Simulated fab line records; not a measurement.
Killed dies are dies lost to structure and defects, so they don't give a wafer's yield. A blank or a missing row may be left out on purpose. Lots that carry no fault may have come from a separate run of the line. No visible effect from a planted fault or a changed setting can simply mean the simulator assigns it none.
fab line records	flow gf180mcu	part 1 of 2: steps 1 to 38 of 39
record: lots: 6	wafers: 18	last-day: 34
route steps=602 shown M3@419 V3@429 M4@456 PASSIVATION@602
lots untouched by any fault: they come from a run of this same line in which no faults occurred
start-h: the number of hours between the record's first day and the start of the first shown wafer of the lot	wait-h: hours from the lot's prior step to this one	" repeats the value in the row above	L1.1+2: a single row standing in for several wafers	- no value present, or no start provided	* or withheld: withheld	< > ~ a bound
route shown NAME@n: names a module that has steps shown in the file, with the first one's number in the route	usual: the fault-free wafers' mean and standard deviation	same: alike in all rows	chamber/n: place in a boat	sites: each site's reading	_std_site: the standard deviation of these	_edge_site: mean of outer sites minus mean of inner sites	radius-mm: for every site, how far away it sits from the centre of the wafer	mask NAME#n: copy n	behind: the last tool/chamber to shape the wafer	hold: reason for holding the lot/hours on hold/outcome of the hold	device: the n, p or np transistor that did not switch	end of line: at the end of the route, the tests of the same wafers	a step with no rows: only its recipe	killed: the dies lost at the first sort to structure and to defects; this is not the yield of the wafer	map: per-die view of a wafer (x killed, . not killed, _ where there is no die)
set.NAME: setting as actually run; set.NAME@STEP: the setting as run at that earlier step	model.NAME: the simulator's own value behind a step, which no gauge read
a table for each step, a row for each wafer; lots at some steps of the route
services: the hour from which a tool's chamber was out of use, counted from the record's first day as start-h (under 0 if before that day), plus the number of hours and why
== steps ==
step: GF_M3_SOFTBAKE_10
recipe: temp-c: 130	time-s: 60	resist: KrF
step: GF_M3_EXPOSE_11
recipe: mask-id: Metal3	target-cd-nm: 280	na: 0.68	source-shape: conventional	sigma-outer: 0.6	dose-mj: 28
step: GF_M3_PEB_12
recipe: peb-temp-c: 135	peb-time-s: 90	resist: KrF
step: GF_M3_DEVELOP_13
recipe: develop-time-s: 60	dev-temp-c: 21
step: GF_M3_CD_MEAS_14
recipe: target-cd-nm: 280
usual: cd-nm: 279.9/0.93
lot.wafer	tool	chamber	start-h	wait-h	cd-nm
L611.2	cd-sem-01	-	504.93	0.1	279.3
L611.5	"	-	"	"	279.2
L611.6	"	-	"	"	278.7
L617.2	cd-sem-02	-	553.98	0.1	280.5
L617.4	"	-	"	"	278.7
L617.5	"	-	"	"	278.7
L627.3	cd-sem-01	-	637.90	0.1	280.6
L627.5	"	-	"	"	281.3
L627.6	"	-	"	"	280.7
L629.2	cd-sem-02	-	652.18	0.1	281.1
L629.3	"	-	"	"	281.9
L629.4	"	-	"	"	280.6
L630.2	cd-sem-01	-	652.33	0.1	278.6
L630.4	"	-	"	"	279.6
L630.6	"	-	"	"	278.0
L632.1	cd-sem-01	-	669.53	0.1	278.1
L632.4	"	-	"	"	278.6
L632.6	"	-	"	"	279.6
step: GF_M3_OVL_MEAS_15
usual: M3_OVL: -3/4.7
lot.wafer	tool	chamber	start-h	wait-h	M3_OVL[nm]
L611.2	overlay-01	-	505.04	0.1	-10
L611.5	"	-	"	"	-5
L611.6	"	-	"	"	-11
L617.2	overlay-02	-	554.09	0.1	2
L617.4	"	-	"	"	3
L617.5	"	-	"	"	7
L627.3	overlay-02	-	638.00	0.1	-6
L627.5	"	-	"	"	-8
L627.6	"	-	"	"	-2
L629.2	overlay-02	-	652.29	0.1	0
L629.3	"	-	"	"	5
L629.4	"	-	"	"	-1
L630.2	overlay-01	-	652.43	0.1	0
L630.4	"	-	"	"	-3
L630.6	"	-	"	"	-1
L632.1	overlay-01	-	669.65	0.1	-6
L632.4	"	-	"	"	-12
L632.6	"	-	"	"	-8
step: GF_M3_METAL_ETCH_16
recipe: chemistry: Cl2/BCl3	mask-material: KrF	target-depth-nm: 627.5	stop-on: SiO2	pressure-mtorr: 8	icp-w: 800	bias-w: 140	Cl2_flow_sccm: 80	bcl3-flow-sccm: 40	time-s: 104.6
usual: drypump-motor-current-A: 5.36/0.28	oes-product-au: 0.969/0.0064	throttle-valve-pct: 28.255/0.0098
lot.wafer	tool	chamber	start-h	wait-h	drypump-motor-current-A	oes-product-au	rf-hours-counter-h	throttle-valve-pct
L611.2	rie-metal-01	1	505.07	0.0	5.57	0.967	5	28.250
L611.5	"	1	"	"	5.57	0.966	-	28.253
L611.6	"	0	"	"	5.02	0.960	-	28.253
L617.2	rie-metal-03	1	554.12	0.0	5.47	0.976	9	28.251
L617.4	"	1	"	"	5.48	0.976	-	28.257
L617.5	"	1	"	"	5.47	0.961	-	28.264
L627.3	rie-metal-01	1	638.06	0.1	5.57	0.964	-	28.267
L627.5	"	1	"	"	5.57	0.960	-	28.254
L627.6	"	0	"	"	5.07	0.959	-	28.246
L629.2	rie-metal-03	0	652.36	0.1	5.25	0.968	-	28.238
L629.3	"	0	"	"	5.23	0.967	-	28.254
L629.4	"	0	"	"	5.24	0.969	-	28.258
L630.2	rie-metal-01	0	652.46	0.0	5.02	0.965	3	28.264
L630.4	"	1	"	"	5.58	0.965	-	28.258
L630.6	"	0	"	"	5.01	0.965	-	28.251
L632.1	rie-metal-01	1	669.68	0.0	5.58	0.972	10	28.253
L632.4	"	0	"	"	5.02	0.970	-	28.260
L632.6	"	1	"	"	5.60	0.973	-	28.253
step: GF_M3_STRIP_17
recipe: chemistry: O2/N2	power-w: 1400	pressure-mtorr: 1500	platen-temp-c: 250	o2-flow-sccm: 3000	n2-flow-sccm: 300	overash-fraction: 0.5
step: GF_M3_STRIP_18
recipe: chemistry: post-etch-residue-remover	time-s: 1200	temp-c: 72.5
step: GF_M3_CLEAN_19
recipe: chemistry: DIW	dry: n2-spin
step: GF_V3_CVD_00
recipe: material: SiO2	target-thk-nm: 600	sigma-open-frac: 0.3	temp-c: 400	time-s: 100	sih4-flow-sccm: 60	pressure-mtorr: 6
step: GF_V3_THK_MEAS_01
recipe: reads: SiO2_of_V3_CVD_00
usual: V3_CVD_00_THK: 599/6.8
lot.wafer	tool	chamber	start-h	wait-h	V3_CVD_00_THK[nm]
L611.2	film-metro-03	-	505.82	0.0	602
L611.5	"	-	"	"	603
L611.6	"	-	"	"	602
L617.2	film-metro-01	-	554.84	0.0	604
L617.4	"	-	"	"	606
L617.5	"	-	"	"	608
L627.3	film-metro-01	-	638.79	0.1	594
L627.5	"	-	"	"	593
L627.6	"	-	"	"	595
L630.2	film-metro-03	-	653.22	0.0	600
L630.4	"	-	"	"	597
L630.6	"	-	"	"	606
L629.2	film-metro-04	-	653.30	0.0	584
L629.3	"	-	"	"	600
L629.4	"	-	"	"	587
L632.1	film-metro-01	-	670.54	0.0	605
L632.4	"	-	"	"	607
L632.6	"	-	"	"	606
step: GF_V3_CVD_02
recipe: material: SiO2	target-thk-nm: 850	precursor: TEOS	temp-c: 400	time-s: 94.851	rf-w: 600
usual: heater-power-w: 654/65	run-length-s: 122.8/0.38
lot.wafer	tool	chamber	start-h	wait-h	heater-power-w	run-length-s	model.SiO2_of_V3_CVD_02.thk-nm
L611.2	pecvd-02	2	505.87	0.0	719	122.8	843.1
L611.5	"	1	"	"	695	122.9	871.5
L611.6	"	2	"	"	575	122.5	865.2
L617.2	pecvd-04	0	554.89	0.0	596	123.0	849.1
L617.4	"	1	"	"	557	123.7	870.7
L617.5	"	2	"	"	590	122.2	869.2
L627.3	pecvd-02	1	638.83	0.0	640	73.9	416.6
L627.5	"	1	"	"	682	74.7	420.3
L627.6	"	0	"	"	542	74.1	413.7
L630.2	pecvd-01	0	653.27	0.0	707	123.0	837.9
L630.4	"	0	"	"	564	122.8	857.9
L630.6	"	1	"	"	705	122.8	861.8
L629.2	pecvd-02	2	653.35	0.0	647	73.7	411.9
L629.3	"	1	"	"	726	74.2	439.7
L629.4	"	0	"	"	661	74.0	419.7
L632.1	pecvd-01	0	670.60	0.1	660	123.4	840.2
L632.4	"	0	"	"	539	123.0	865.1
L632.6	"	1	"	"	653	123.1	863.8
step: GF_V3_THK_MEAS_03
recipe: reads: SiO2_of_V3_CVD_02
usual: V3_CVD_02_THK: 854/11
lot.wafer	tool	chamber	start-h	wait-h	V3_CVD_02_THK[nm]
L611.2	film-metro-01	-	505.95	0.0	843
L611.5	"	-	"	"	871
L611.6	"	-	"	"	865
L617.2	film-metro-04	-	554.97	0.0	849
L617.4	"	-	"	"	871
L617.5	"	-	"	"	870
L627.3	film-metro-03	-	638.92	0.1	417
L627.5	"	-	"	"	420
L627.6	"	-	"	"	414
L630.2	film-metro-01	-	653.35	0.0	838
L630.4	"	-	"	"	858
L630.6	"	-	"	"	862
L629.2	film-metro-03	-	653.42	0.1	412
L629.3	"	-	"	"	439
L629.4	"	-	"	"	419
L632.1	film-metro-03	-	670.67	0.0	840
L632.4	"	-	"	"	865
L632.6	"	-	"	"	864
step: GF_V3_CMP_04
recipe: material: SiO2	down-force-psi: 4	platen-rpm: 60	pad-velocity-m-s: 0.94248
usual: head-pressure-psi: 3.999/0.0092	motor-current-A: 11.8/0.71	time-to-endpoint-s: 82/5.3
lot.wafer	tool	chamber	start-h	wait-h	head-pressure-psi	motor-current-A	time-to-endpoint-s
L611.2	cmp-01	1	506.10	0.1	3.980	11.4	80
L611.6	"	3	"	"	4.011	11.9	80
L611.5	"	0	"	"	4.011	10.9	84
L617.2	cmp-02	2	555.07	0.1	3.985	11.4	80
L617.4	"	3	"	"	3.998	11.8	86
L617.5	"	1	"	"	4.007	11.2	83
L627.3	cmp-02	2	639.06	0.1	3.988	11.6	-
L627.6	"	0	"	"	3.994	12.7	-
L627.5	"	1	"	"	4.005	11.1	-
L630.4	cmp-02	1	653.40	0.0	4.002	11.8	75
L630.2	"	3	"	"	4.003	12.2	74
L630.6	"	1	"	"	3.987	11.7	76
L629.4	cmp-01	2	653.47	0.0	3.991	10.8	-
L629.2	"	0	"	"	3.986	11.6	-
L629.3	"	1	"	"	4.007	13.1	-
L632.4	cmp-01	0	670.73	0.0	4.000	11.2	91
L632.1	"	2	"	"	3.995	10.4	82
L632.6	"	1	"	"	3.984	11.9	95
step: GF_V3_BOW_MEAS_05
recipe: mode: bow
usual: V3_BOW: 119/8
lot.wafer	tool	chamber	start-h	wait-h	V3_BOW[um]
L611.2	film-metro-04	-	506.32	0.2	113
L611.5	"	-	"	"	115
L611.6	"	-	"	"	115
L617.2	film-metro-03	-	555.34	0.2	135
L617.4	"	-	"	"	131
L617.5	"	-	"	"	132
L627.3	film-metro-04	-	639.30	0.2	108
L627.5	"	-	"	"	100
L627.6	"	-	"	"	116
L630.2	film-metro-03	-	653.72	0.2	124
L630.4	"	-	"	"	108
L630.6	"	-	"	"	118
L629.2	film-metro-01	-	653.79	0.2	118
L629.3	"	-	"	"	112
L629.4	"	-	"	"	110
L632.1	film-metro-03	-	671.03	0.1	114
L632.4	"	-	"	"	117
L632.6	"	-	"	"	121
step: GF_V3_DEHYDRATE_06
recipe: temp-c: 200	time-s: 60
step: GF_V3_HMDS_07
recipe: prime-time-s: 60	prime-temp-c: 120
step: GF_V3_COAT_08
recipe: resist: BARC	temp-c: withheld	time-s: withheld	spin-rpm: withheld	resist-thk-nm: withheld
step: GF_V3_COAT_09
recipe: resist: KrF	spin-rpm: withheld	resist-thk-nm: 1000
step: GF_V3_SOFTBAKE_10
recipe: temp-c: 130	time-s: 60	resist: KrF
step: GF_V3_EXPOSE_11
recipe: mask-id: Via3	target-cd-nm: 260	na: 0.68	source-shape: conventional	sigma-outer: 0.6	dose-mj: 38
step: GF_V3_PEB_12
recipe: peb-temp-c: 135	peb-time-s: 92.76	resist: KrF
usual: plate-sensor-t-centre-C: 136.13/0.0094	plate-sensor-t-edge-C: 136.29/0.011
lot.wafer	tool	chamber	start-h	wait-h	plate-sensor-t-centre-C	plate-sensor-t-edge-C
L611.2	litho-track-01	0	-	-	136.13	136.3
L611.5	"	0	"	"	136.13	136.3
L611.6	"	0	"	"	136.11	136.31
L617.2	litho-track-04	0	-	-	136.11	136.3
L617.4	"	0	"	"	136.13	136.29
L617.5	"	0	"	"	136.12	136.3
L627.3	litho-track-02	0	-	-	136.12	136.29
L627.5	"	0	"	"	136.14	136.28
L627.6	"	0	"	"	136.12	136.29
L630.2	litho-track-02	0	-	-	136.11	136.3
L630.4	"	0	"	"	136.13	136.29
L630.6	"	0	"	"	136.14	136.29
L629.2	litho-track-01	0	-	-	136.11	136.31
L629.3	"	0	"	"	136.11	136.3
L629.4	"	0	"	"	136.14	136.3
L632.1	litho-track-04	0	-	-	136.13	136.28
L632.4	"	0	"	"	136.13	136.28
L632.6	"	0	"	"	136.12	136.29
step: GF_V3_DEVELOP_13
recipe: develop-time-s: 60	resist: KrF	dev-temp-c: 21
step: GF_V3_CD_MEAS_14
recipe: target-cd-nm: 260
usual: cd-nm: 260.0/1.2
lot.wafer	tool	chamber	start-h	wait-h	cd-nm
L611.2	cd-sem-01	-	529.80	0.1	257.3
L611.5	"	-	"	"	256.9
L611.6	"	-	"	"	257.6
L617.2	cd-sem-02	-	577.03	0.1	261.8
L617.4	"	-	"	"	261.4
L617.5	"	-	"	"	261.2
L627.3	cd-sem-01	-	658.70	0.1	260.6
L627.5	"	-	"	"	260.0
L627.6	"	-	"	"	259.9
L630.2	cd-sem-02	-	672.83	0.1	259.3
L630.4	"	-	"	"	259.3
L630.6	"	-	"	"	259.8
L629.2	cd-sem-01	-	673.53	0.1	261.1
L629.3	"	-	"	"	260.4
L629.4	"	-	"	"	260.3
L632.1	cd-sem-02	-	689.91	0.1	260.3
L632.4	"	-	"	"	260.7
L632.6	"	-	"	"	258.7
step: GF_V3_OVL_MEAS_15
usual: V3_OVL: -1/5.9
lot.wafer	tool	chamber	start-h	wait-h	V3_OVL[nm]
L611.2	overlay-02	-	529.90	0.1	-13
L611.5	"	-	"	"	-3
L611.6	"	-	"	"	-12
L617.2	overlay-01	-	577.14	0.1	-13
L617.4	"	-	"	"	-15
L617.5	"	-	"	"	-2
L627.3	overlay-01	-	658.79	0.1	8
L627.5	"	-	"	"	2
L627.6	"	-	"	"	5
L630.2	overlay-02	-	672.94	0.1	-9
L630.4	"	-	"	"	-11
L630.6	"	-	"	"	-6
L629.2	overlay-01	-	673.63	0.1	0
L629.3	"	-	"	"	-5
L629.4	"	-	"	"	0
L632.1	overlay-01	-	690.03	0.1	-3
L632.4	"	-	"	"	-8
L632.6	"	-	"	"	-1
step: GF_V3_ETCH_16
recipe: chemistry: N2/H2	target-depth-a: withheld	overetch-a: withheld	time-s: withheld	target: BARC	ion-energy-ev: 200	source-w: 500	bias-w: 100	pressure-mtorr: 30	n2-flow-sccm: 100	h2-flow-sccm: 200
usual: drypump-motor-current-A: 5.6/0.31	oes-product-au: 0.855/0.0046	throttle-valve-pct: 13.224/0.0089
lot.wafer	tool	chamber	start-h	wait-h	drypump-motor-current-A	oes-product-au	throttle-valve-pct
L611.2	rie-diel-04	1	529.93	0.0	5.8	0.862	13.215
L611.5	"	2	"	"	5.2	0.856	13.223
L611.6	"	1	"	"	5.8	0.856	13.232
L617.2	rie-diel-04	1	577.17	0.0	5.8	0.859	13.232
L617.4	"	0	"	"	5.1	0.857	13.225
L617.5	"	3	"	"	5.4	0.852	13.219
L627.3	rie-diel-04	2	658.82	0.0	5.2	0.858	13.233
L627.5	"	1	"	"	5.8	0.856	13.217
L627.6	"	0	"	"	5.1	0.854	13.233
L630.2	rie-diel-03	3	672.97	0.0	5.7	0.856	13.237
L630.4	"	0	"	"	6.1	0.860	13.237
L630.6	"	3	"	"	5.6	0.847	13.229
L629.2	rie-diel-04	3	673.66	0.0	5.4	0.855	13.227
L629.3	"	2	"	"	5.2	0.856	13.221
L629.4	"	0	"	"	5.0	0.859	13.219
L632.1	rie-diel-04	0	690.06	0.0	5.1	0.854	13.220
L632.4	"	1	"	"	5.8	0.848	13.224
L632.6	"	3	"	"	5.4	0.866	13.227
step: GF_V3_ETCH_17
recipe: chemistry: C4F8/O2/Ar	mask-material: KrF	target: SiO2	stop-on: TiN	source-w: 1500	bias-w: 1200	pressure-mtorr: 40	c4f8-flow-sccm: withheld	O2_flow_sccm: 6	Ar_flow_sccm: 300	time-s: withheld	target-depth-a: 6350
usual: oes-product-au: 0.856/0.0049
lot.wafer	tool	chamber	start-h	wait-h	oes-product-au	model.etch.depth-nm	model.V3.feature-depth-nm
L611.2	rie-diel-04	1	-	-	0.857	633.3	633.3
L611.5	"	2	"	"	0.858	632.9	632.9
L611.6	"	1	"	"	0.859	631.9	631.9
L617.2	rie-diel-04	1	-	-	0.867	630.8	630.8
L617.4	"	0	"	"	0.851	632.1	632.1
L617.5	"	3	"	"	0.848	629.7	629.7
L627.3	rie-diel-04	2	-	-	0.693	416.6	416.6
L627.5	"	1	"	"	0.690	420.3	420.3
L627.6	"	0	"	"	0.686	413.7	413.7
L630.2	rie-diel-03	3	-	-	0.865	633.3	633.3
L630.4	"	0	"	"	0.853	630.9	630.9
L630.6	"	3	"	"	0.851	632	632
L629.2	rie-diel-04	3	-	-	0.688	411.9	411.9
L629.3	"	2	"	"	0.708	439.7	439.7
L629.4	"	0	"	"	0.693	419.7	419.7
L632.1	rie-diel-04	3	-	-	0.858	633.2	633.2
L632.4	"	2	"	"	0.851	632.6	632.6
L632.6	"	0	"	"	0.859	634.1	634.1
step: GF_V3_STRIP_18
recipe: chemistry: O2/N2	power-w: 1400	pressure-mtorr: 1500	platen-temp-c: 250	o2-flow-sccm: 3000	n2-flow-sccm: 300	overash-fraction: 0.5
step: GF_V3_STRIP_19
recipe: chemistry: post-etch-residue-remover	time-s: 1200	temp-c: 72.5
step: GF_V3_CLEAN_20
recipe: chemistry: DIW	dry: n2-spin
step: GF_V3_SPUTTER_21
recipe: material: Ti	target-thk-nm: 15	chamber-pressure-pa: 5	power-w: 2500	substrate-temp-c: 200	time-s: 80.02
step: GF_V3_SPUTTER_22
recipe: material: TiN	target-thk-nm: 10	chamber-pressure-pa: 5	power-w: 4000	time-s: 40
usual: throttle-valve-pct: 29.6/0.88
lot.wafer	tool	chamber	start-h	wait-h	throttle-valve-pct
L611.2	pvd-sputter-04	-	530.66	0.0	30.1
L611.5	"	-	"	"	30.8
L611.6	"	-	"	"	30.4
L617.2	pvd-sputter-02	-	577.98	0.0	29.4
L617.4	"	-	"	"	29.5
L617.5	"	-	"	"	29.4
L627.3	pvd-sputter-02	-	659.88	0.0	30.4
L627.5	"	-	"	"	29.3
L627.6	"	-	"	"	28.9
L630.2	pvd-sputter-01	-	673.69	0.0	28.4
L630.4	"	-	"	"	30.1
L630.6	"	-	"	"	29.4
L629.2	pvd-sputter-04	-	674.39	0.0	28.1
L629.3	"	-	"	"	30.5
L629.4	"	-	"	"	30.2
L632.1	pvd-sputter-01	-	690.93	0.0	29.9
L632.4	"	-	"	"	27.9
L632.6	"	-	"	"	30.0
step: GF_V3_CVD_23
recipe: material: W	target-thk-nm: 350	time-s: 104.9	temp-c: 400	pressure-torr: 40
step: GF_V3_RS_MEAS_24
recipe: thk-meas-gauge: four-point-probe	reads: W_of_V3_CVD_23+TiN_of_V3_SPUTTER_22+Ti_of_V3_SPUTTER_21
usual: V3_W_RS: 0.329/0.0043
lot.wafer	tool	chamber	start-h	wait-h	V3_W_RS[ohm/sq]
L611.2	film-metro-04	-	530.83	0.1	0.333
L611.5	"	-	"	"	0.322
L611.6	"	-	"	"	0.333
L617.2	film-metro-01	-	578.17	0.1	0.320
L617.4	"	-	"	"	0.320
L617.5	"	-	"	"	0.329
L627.3	film-metro-01	-	660.08	0.1	0.335
L627.5	"	-	"	"	0.337
L627.6	"	-	"	"	0.333
L630.2	film-metro-03	-	673.86	0.1	0.330
L630.4	"	-	"	"	0.327
L630.6	"	-	"	"	0.329
L629.2	film-metro-03	-	674.56	0.1	0.330
L629.3	"	-	"	"	0.333
L629.4	"	-	"	"	0.328
L632.1	film-metro-04	-	691.08	0.1	0.334
L632.4	"	-	"	"	0.339
L632.6	"	-	"	"	0.338
step: GF_V3_THK_MEAS_25
recipe: thk-meas-gauge: xrf	reads: W_of_V3_CVD_23
usual: V3_W_THK: 351/7
lot.wafer	tool	chamber	start-h	wait-h	V3_W_THK[nm]
L611.2	film-metro-04	-	530.94	0.1	342
L611.5	"	-	"	"	351
L611.6	"	-	"	"	341
L617.2	film-metro-01	-	578.28	0.1	359
L617.4	"	-	"	"	360
L617.5	"	-	"	"	351
L627.3	film-metro-01	-	660.18	0.1	345
L627.5	"	-	"	"	345
L627.6	"	-	"	"	347
L630.2	film-metro-03	-	673.97	0.1	352
L630.4	"	-	"	"	356
L630.6	"	-	"	"	353
L629.2	film-metro-03	-	674.67	0.1	351
L629.3	"	-	"	"	349
L629.4	"	-	"	"	354
L632.1	film-metro-04	-	691.20	0.1	336
L632.4	"	-	"	"	333
L632.6	"	-	"	"	333
step: GF_V3_CMP_26
recipe: stop-on: SiO2	down-force-psi: 3.5	platen-rpm: 60	t-overpolish-s: 15	target-thk-nm: 0	pad-velocity-m-s: 0.94248
usual: head-pressure-psi: 3.500/0.0083	motor-current-A: 10.8/0.61	overpolish-run-s: 15.001/0.009	time-to-endpoint-s: 84/4
same: t-overpolish-s: 15
lot.wafer	tool	chamber	start-h	wait-h	head-pressure-psi	motor-current-A	overpolish-run-s	time-to-endpoint-s	model.SiO2_of_V3_CVD_02.thk-nm
L611.2	cmp-02	1	531.36	0.4	3.495	10.6	14.992	80	629.5
L611.6	"	2	"	"	3.505	11.0	15.008	85	628.1
L611.5	"	3	"	"	3.493	10.8	14.998	88	629.1
L617.2	cmp-02	0	578.33	0.0	3.494	11.4	15.003	90	627
L617.4	"	3	"	"	3.495	10.3	15.000	88	628.3
L617.5	"	0	"	"	3.498	11.6	14.991	88	625.9
L627.3	cmp-01	2	660.27	0.1	3.503	9.7	14.986	85	412.8
L627.5	"	1	"	"	3.506	11.2	15.000	90	416.6
L627.6	"	2	"	"	3.505	10.0	15.003	85	409.9
L630.2	cmp-02	1	674.12	0.1	3.503	10.3	15.005	79	629.5
L630.4	"	2	"	"	3.496	10.6	14.987	85	627.1
L630.6	"	3	"	"	3.495	10.8	15.020	87	628.3
L629.4	cmp-01	2	674.72	0.0	3.496	9.9	14.995	82	415.9
L629.2	"	3	"	"	3.504	11.6	15.007	84	408.1
L629.3	"	0	"	"	3.503	10.3	14.997	81	435.9
L632.1	cmp-02	0	691.32	0.1	3.490	11.4	14.999	85	629.4
L632.4	"	1	"	"	3.508	10.2	14.999	76	628.8
L632.6	"	0	"	"	3.489	11.0	15.023	83	630.4
step: GF_M4_SPUTTER_00
recipe: material: Ti	target-thk-nm: 37.5	arriving-ion-energy-ev: 80	substrate-temp-c: 200	chamber-pressure-pa: 2	power-w: 4000	time-s: 150
== key ==
first-sign: step: GF_V3_CVD_02	reading: run-length-s	direction: down	sigmas: 99+	usual: *	struck: *
effect: step: GF_V3_THK_MEAS_03	reading: V3_CVD_02_THK	direction: down	sigmas: 40	usual: 854	struck: 420
effect: step: GF_V3_ETCH_17	reading: oes-product-au	direction: down	sigmas: 33	usual: 0.856	struck: 0.693
model-effect: step: GF_V3_CVD_02	value: SiO2_of_V3_CVD_02.thk-nm	without: 856.6	struck: 420.3
model-effect: step: GF_V3_ETCH_17	value: etch.depth-nm	without: 632.6	struck: 420.3
model-effect: step: GF_V3_CMP_26	value: SiO2_of_V3_CVD_02.thk-nm	without: 628.8	struck: 416.5
model-effect: step: GF_PASSIVATION_PROBE_99	value: etest.tester.sort-n-pass	without: 445	struck: 266.3
met-at GF_V3_CVD_02
struck-wafers L627.3,L627.5,L627.6,L629.2,L629.3,L629.4
onset-between 505.87 638.83
fault: kind: process-parameter-drift	tool: pecvd-02	chamber: -	onset-h: 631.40	steps: GF_V3_CVD_02	channel: time-s	offset: *	shape: step	end-h: 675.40	acts-in: *	stated: *
